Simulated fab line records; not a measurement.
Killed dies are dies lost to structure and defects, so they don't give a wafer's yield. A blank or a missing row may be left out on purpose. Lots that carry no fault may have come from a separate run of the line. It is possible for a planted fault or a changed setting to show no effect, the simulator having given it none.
fab line records | flow gf180mcu
record lots=13 | wafers=39 | last_day=34
route steps=602 shown V4@480 MIM@508
lots with no fault: from the same line, run without faults
start_h: hours from the record's first day to the start of the lot's first wafer shown | wait_h: time in hours since the lot's previous step | " unchanged from the row above | L1.1+2: a row that stands for several wafers | - either no value or no given start | * or withheld: withheld | < > ~ a bound
route shown NAME@n: names a module that has steps shown in the file, with the first one's number in the route | usual: the fault-free wafers' mean and standard deviation | same: alike in all rows | chamber/n: place in a boat | sites: the reading at each site | _std_site: standard deviation across them | _edge_site: the outer-site mean with the inner-site mean subtracted | radius_mm: for every site, how far away it sits from the centre of the wafer | mask NAME#n: copy n | behind: the tool/chamber that last shaped the wafer | hold: why the lot went on hold/how many hours it stayed there/how the hold came to an end | device: which transistor (n, p or np) failed to switch | end of line: the same wafers' tests at the end of the route | where a step has no rows: the recipe by itself | killed: dies that structure and defects cost at the first sort, which is not the same as the wafer's yield | map: the dies of a wafer, with x for killed, . for not killed, _ for no die there
set.NAME: the setting the step ran with; set.NAME@STEP: the setting that earlier step ran with | model.NAME: the simulator's own value behind a step, which no gauge read
route steps across a sampled set of lots; one table per step, one row per wafer
services: the hour from which a tool's chamber was out of use, counted from the record's first day as start_h (under 0 if before that day), plus the number of hours and why
## steps
# step GF_V4_CMP_04
# recipe material=SiO2 | down_force_psi=4 | platen_rpm=60 | pad_velocity_m_s=0.94248
# usual edge_zone_pressure_frac=1.000/0.0047 | motor_current_A=12.6/1.1 | slurry_flow_ml_min=149.9/0.46 | time_to_endpoint_s=81/4.2
lot.wafer | tool   | chamber | start_h | wait_h | edge_zone_pressure_frac | motor_current_A | slurry_flow_ml_min | time_to_endpoint_s
L791.3    | cmp-02 | 2       | 543.70  | 0.2    | 1.001                   | 14.2            | 150.1              | 78
L791.6    | "      | 3       | "       | "      | 0.997                   | 13.6            | 149.5              | 81
L791.5    | "      | 0       | "       | "      | 1.000                   | 12.8            | 150.7              | 86
L792.2    | cmp-01 | 3       | 550.51  | 0.1    | 1.010                   | 12.9            | 149.6              | 78
L792.3    | "      | 0       | "       | "      | 1.007                   | 10.9            | 149.4              | 73
L792.5    | "      | 1       | "       | "      | 1.011                   | 11.9            | 150.2              | 82
L793.4    | cmp-02 | 0       | 562.79  | 0.1    | 0.997                   | 13.3            | 150.5              | 86
L793.3    | "      | 1       | "       | "      | 0.996                   | 12.5            | 150.8              | 83
L793.5    | "      | 2       | "       | "      | 0.997                   | 14.1            | 150.3              | 84
L797.4    | cmp-01 | 0       | 601.36  | 0.1    | 0.998                   | 11.4            | 150.4              | 82
L797.1    | "      | 1       | "       | "      | 1.001                   | 11.8            | 150.5              | 77
L797.6    | "      | 3       | "       | "      | 1.002                   | 12.9            | 150.1              | 84
L802.3    | cmp-02 | 1       | 641.89  | 0.1    | 0.995                   | 13.6            | 149.8              | 78
L802.5    | "      | 3       | "       | "      | 1.003                   | 13.7            | 149.3              | 86
L802.6    | "      | 0       | "       | "      | 1.002                   | 13.7            | 150.3              | 76
L804.1    | cmp-02 | 1       | 657.31  | 0.1    | 1.006                   | 12.2            | 150.4              | 82
L804.2    | "      | 2       | "       | "      | 1.002                   | 13.4            | 149.2              | 80
L804.3    | "      | 3       | "       | "      | 1.003                   | 13.3            | 150.1              | 86
L806.2    | cmp-01 | 3       | 670.86  | 0.0    | 0.998                   | 12.6            | 149.9              | 78
L806.3    | "      | 1       | "       | "      | 0.994                   | 11.7            | 149.3              | 82
L806.5    | "      | 3       | "       | "      | 1.000                   | 12.4            | 149.4              | 88
L808.2    | cmp-02 | 3       | 680.49  | 0.0    | 1.006                   | 13.8            | 149.1              | 73
L808.3    | "      | 1       | "       | "      | 0.997                   | 12.8            | 150.6              | 82
L808.6    | "      | 3       | "       | "      | 0.997                   | 14.5            | 149.3              | 82
L809.4    | cmp-01 | 3       | 683.29  | 0.1    | 0.994                   | 12.8            | 149.4              | 87
L809.1    | "      | 0       | "       | "      | 1.001                   | 11.3            | 149.3              | 82
L809.3    | "      | 1       | "       | "      | 0.993                   | 11.8            | 149.6              | 83
L810.1    | cmp-02 | 1       | 695.94  | 0.1    | 0.997                   | 12.4            | 149.6              | 82
L810.4    | "      | 2       | "       | "      | 1.007                   | 14.0            | 150.5              | 84
L810.5    | "      | 2       | "       | "      | 0.998                   | 13.4            | 149.3              | 81
L811.1    | cmp-01 | 1       | 698.27  | 0.1    | 1.002                   | 12.1            | 149.7              | 75
L811.4    | "      | 2       | "       | "      | 0.995                   | 11.1            | 150.0              | 78
L811.6    | "      | 0       | "       | "      | 1.014                   | 11.0            | 149.9              | 83
L812.4    | cmp-01 | 3       | 702.06  | 0.0    | 1.005                   | 12.8            | 149.7              | 90
L812.2    | "      | 0       | "       | "      | 0.997                   | 12.1            | 149.8              | 82
L812.5    | "      | 0       | "       | "      | 1.002                   | 10.5            | 149.7              | 88
L813.2    | cmp-01 | 0       | 708.44  | 0.1    | 1.007                   | 11.5            | 150.2              | 84
L813.4    | "      | 2       | "       | "      | 0.994                   | 10.9            | 149.8              | 84
L813.5    | "      | 0       | "       | "      | 0.999                   | 11.9            | 150.8              | 88
# step GF_V4_CD_MEAS_14
# recipe target_cd_nm=260
# usual cd_nm=259.9/1.4
lot.wafer | tool      | chamber | start_h | wait_h | cd_nm
L791.3    | cd_sem-02 | -       | 566.45  | 0.1    | 261.1
L791.5    | "         | -       | "       | "      | 260.0
L791.6    | "         | -       | "       | "      | 260.3
L792.2    | cd_sem-01 | -       | 572.88  | 0.1    | 261.7
L792.3    | "         | -       | "       | "      | 261.6
L792.5    | "         | -       | "       | "      | 261.6
L793.3    | cd_sem-01 | -       | 585.07  | 0.1    | 259.3
L793.4    | "         | -       | "       | "      | 258.6
L793.5    | "         | -       | "       | "      | 259.6
L797.1    | cd_sem-01 | -       | 621.08  | 0.1    | 260.7
L797.4    | "         | -       | "       | "      | 260.2
L797.6    | "         | -       | "       | "      | 260.5
L802.3    | cd_sem-01 | -       | 661.82  | 0.1    | 261.8
L802.5    | "         | -       | "       | "      | 261.8
L802.6    | "         | -       | "       | "      | 260.4
L804.1    | cd_sem-02 | -       | 677.08  | 0.1    | 261.3
L804.2    | "         | -       | "       | "      | 262.7
L804.3    | "         | -       | "       | "      | 261.0
L806.2    | cd_sem-01 | -       | 689.93  | 0.1    | 257.9
L806.3    | "         | -       | "       | "      | 259.6
L806.5    | "         | -       | "       | "      | 259.1
L808.2    | cd_sem-01 | -       | 699.73  | 0.1    | 260.6
L808.3    | "         | -       | "       | "      | 260.9
L808.6    | "         | -       | "       | "      | 261.2
L809.1    | cd_sem-02 | -       | 701.78  | 0.1    | 259.1
L809.3    | "         | -       | "       | "      | 260.2
L809.4    | "         | -       | "       | "      | 260.2
L810.1    | cd_sem-01 | -       | 714.28  | 0.1    | 258.9
L810.4    | "         | -       | "       | "      | 259.4
L810.5    | "         | -       | "       | "      | 259.0
L811.1    | cd_sem-02 | -       | 716.51  | 0.1    | 260.0
L811.4    | "         | -       | "       | "      | 259.7
L811.6    | "         | -       | "       | "      | 258.1
L812.2    | cd_sem-01 | -       | 720.75  | 0.1    | 261.8
L812.4    | "         | -       | "       | "      | 259.2
L812.5    | "         | -       | "       | "      | 260.3
L813.2    | cd_sem-01 | -       | 726.75  | 0.1    | 258.0
L813.4    | "         | -       | "       | "      | 258.7
L813.5    | "         | -       | "       | "      | 259.1
# step GF_MIM_CVD_05
# recipe material=Si3N4 | target_thk_nm=42 | temp_max_c=400 | temp_c=385 | time_s=29.086 | rf_w=450
# usual heater_power_w=682/130
lot.wafer | tool     | chamber | start_h | wait_h | heater_power_w
L791.3    | pecvd-03 | 1       | 568.15  | 0.0    | 995
L791.5    | "        | 2       | "       | "      | 493
L791.6    | "        | 0       | "       | "      | 622
L792.2    | pecvd-03 | 0       | 574.60  | 0.0    | 643
L792.3    | "        | 2       | "       | "      | 534
L792.5    | "        | 2       | "       | "      | 557
L793.3    | pecvd-03 | 0       | 586.76  | 0.0    | 546
L793.4    | "        | 2       | "       | "      | 477
L793.5    | "        | 0       | "       | "      | 546
L797.1    | pecvd-04 | 0       | 622.81  | 0.0    | 643
L797.4    | "        | 0       | "       | "      | 649
L797.6    | "        | 2       | "       | "      | 622
L802.3    | pecvd-02 | 2       | 663.51  | 0.0    | 757
L802.5    | "        | 0       | "       | "      | 701
L802.6    | "        | 2       | "       | "      | 743
L804.1    | pecvd-02 | 1       | 678.84  | 0.0    | 638
L804.2    | "        | 0       | "       | "      | 633
L804.3    | "        | 2       | "       | "      | 758
L806.2    | pecvd-04 | 1       | 691.64  | 0.0    | 740
L806.3    | "        | 0       | "       | "      | 633
L806.5    | "        | 2       | "       | "      | 670
L808.2    | pecvd-02 | 0       | 701.53  | 0.0    | 629
L808.3    | "        | 1       | "       | "      | 653
L808.6    | "        | 1       | "       | "      | 649
L809.1    | pecvd-03 | 2       | 703.51  | 0.0    | 474
L809.3    | "        | 0       | "       | "      | 599
L809.4    | "        | 2       | "       | "      | 476
L810.1    | pecvd-04 | 2       | 716.01  | 0.0    | 651
L810.4    | "        | 2       | "       | "      | 636
L810.5    | "        | 1       | "       | "      | 716
L811.1    | pecvd-03 | 2       | 718.24  | 0.0    | 545
L811.4    | "        | 0       | "       | "      | 616
L811.6    | "        | 2       | "       | "      | 541
L812.2    | pecvd-04 | 0       | 722.66  | 0.0    | 599
L812.4    | "        | 1       | "       | "      | 783
L812.5    | "        | 0       | "       | "      | 601
L813.2    | pecvd-03 | 2       | 728.46  | 0.0    | 569
L813.4    | "        | 0       | "       | "      | 608
L813.5    | "        | 2       | "       | "      | 572
# step GF_MIM_SOFTBAKE_15
# recipe temp_c=90 | time_s=60 | resist=NOVOLAK
# usual heater_power_total_W=56.60/0.042 | plate_temp_C=90.01/0.13
lot.wafer | tool           | chamber | start_h | wait_h | heater_power_total_W | plate_temp_C
L791.3    | litho_track-03 | 0       | 579.48  | 0.1    | 56.64                | 90.07
L791.5    | "              | 0       | "       | "      | 56.58                | 90.09
L791.6    | "              | 0       | "       | "      | 56.56                | 90.41
L792.2    | litho_track-03 | 0       | 585.80  | 0.1    | 58.53                | 92.22
L792.3    | "              | 0       | "       | "      | 58.51                | 92.25
L792.5    | "              | 0       | "       | "      | 58.52                | 92.36
L793.3    | litho_track-03 | 0       | 596.88  | 0.1    | 58.36                | 92.07
L793.4    | "              | 0       | "       | "      | 58.40                | 92.08
L793.5    | "              | 0       | "       | "      | 58.42                | 92.01
L797.1    | litho_track-04 | 0       | 633.53  | 0.1    | 56.60                | 90.10
L797.4    | "              | 0       | "       | "      | 56.63                | 90.01
L797.6    | "              | 0       | "       | "      | 56.60                | 90.06
L802.3    | litho_track-03 | 0       | 673.43  | 0.1    | 56.59                | 89.89
L802.5    | "              | 0       | "       | "      | 56.60                | 89.94
L802.6    | "              | 0       | "       | "      | 56.70                | 89.96
L804.1    | litho_track-04 | 0       | 688.08  | 0.1    | 56.55                | 90.13
L804.2    | "              | 0       | "       | "      | 56.57                | 90.00
L804.3    | "              | 0       | "       | "      | 56.55                | 90.09
L806.2    | litho_track-01 | 0       | 701.21  | 0.1    | 56.57                | 89.91
L806.3    | "              | 0       | "       | "      | 56.54                | 89.83
L806.5    | "              | 0       | "       | "      | 56.68                | 89.65
L808.2    | litho_track-04 | 0       | 710.60  | 0.1    | 56.61                | 90.14
L808.3    | "              | 0       | "       | "      | 56.66                | 89.83
L808.6    | "              | 0       | "       | "      | 56.59                | 89.86
L809.1    | litho_track-01 | 0       | 712.88  | 0.1    | 56.65                | 90.00
L809.3    | "              | 0       | "       | "      | 56.61                | 89.83
L809.4    | "              | 0       | "       | "      | 56.59                | 89.92
L810.1    | litho_track-01 | 0       | 724.63  | 0.1    | 56.62                | 90.06
L810.4    | "              | 0       | "       | "      | 56.52                | 89.78
L810.5    | "              | 0       | "       | "      | 56.63                | 90.04
L811.1    | litho_track-03 | 0       | 727.03  | 0.1    | 56.62                | 89.89
L811.4    | "              | 0       | "       | "      | 56.60                | 90.05
L811.6    | "              | 0       | "       | "      | 56.64                | 89.88
L812.2    | litho_track-01 | 0       | 731.61  | 0.1    | 56.61                | 89.73
L812.4    | "              | 0       | "       | "      | 56.63                | 89.83
L812.5    | "              | 0       | "       | "      | 56.59                | 89.83
L813.2    | litho_track-03 | 0       | 737.20  | 0.1    | 56.61                | 90.25
L813.4    | "              | 0       | "       | "      | 56.57                | 90.28
L813.5    | "              | 0       | "       | "      | 56.51                | 90.22
## services
tool     | chamber | start_h | hours | kind
cmp-02   | -       | 528.55  | 3.5   | repair
pecvd-02 | -       | 531.48  | 2.8   | repair
pecvd-02 | 1       | 535.08  | 22.9  | repair
cmp-02   | -       | 537.57  | 0.9   | repair
cmp-01   | -       | 540.44  | 3.9   | pm
cmp-01   | -       | 555.30  | 1.2   | repair
cmp-02   | -       | 572.00  | 4.0   | pm
cmp-02   | -       | 576.00  | -     | consumable_replace:conditioner
cmp-02   | -       | 576.00  | -     | consumable_replace:pad
pecvd-02 | -       | 591.12  | 14.0  | pm
pecvd-02 | 0       | 591.12  | 14.0  | vent_cycle
pecvd-02 | 1       | 591.12  | 14.0  | vent_cycle
pecvd-02 | 2       | 591.12  | 14.0  | vent_cycle
pecvd-03 | -       | 592.30  | 14.6  | pm
pecvd-02 | -       | 594.95  | 1.4   | repair
pecvd-02 | 0       | 605.12  | -     | clean
pecvd-02 | 1       | 605.12  | -     | clean
pecvd-02 | 2       | 605.12  | -     | clean
pecvd-03 | 1       | 616.55  | 10.6  | repair
pecvd-02 | -       | 642.48  | 0.6   | repair
pecvd-03 | 0       | 662.97  | 17.0  | repair
cmp-01   | -       | 690.61  | 1.9   | repair
pecvd-03 | -       | 713.25  | 1.7   | repair
cmp-01   | -       | 722.79  | 13.1  | pm
## key
first_sign step=GF_MIM_SOFTBAKE_15 | reading=heater_power_total_W | direction=up | sigmas=44 | usual=56.60 | struck=58.46
effect step=GF_MIM_SOFTBAKE_15 | reading=plate_temp_C | direction=up | sigmas=16 | usual=* | struck=*
met_at GF_MIM_SOFTBAKE_15
struck_lots L792,L793
not_acting_at GF_V4_CMP_04,GF_V4_CD_MEAS_14,GF_MIM_CVD_05
onset_between 579.48 585.80
fault kind=process_parameter_drift | tool=litho_track-03 | chamber=- | onset_h=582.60 | steps=GF_MIM_SOFTBAKE_15 | channel=temp_c | offset=* | shape=step | end_h=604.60 | acts_in=* | stated=*
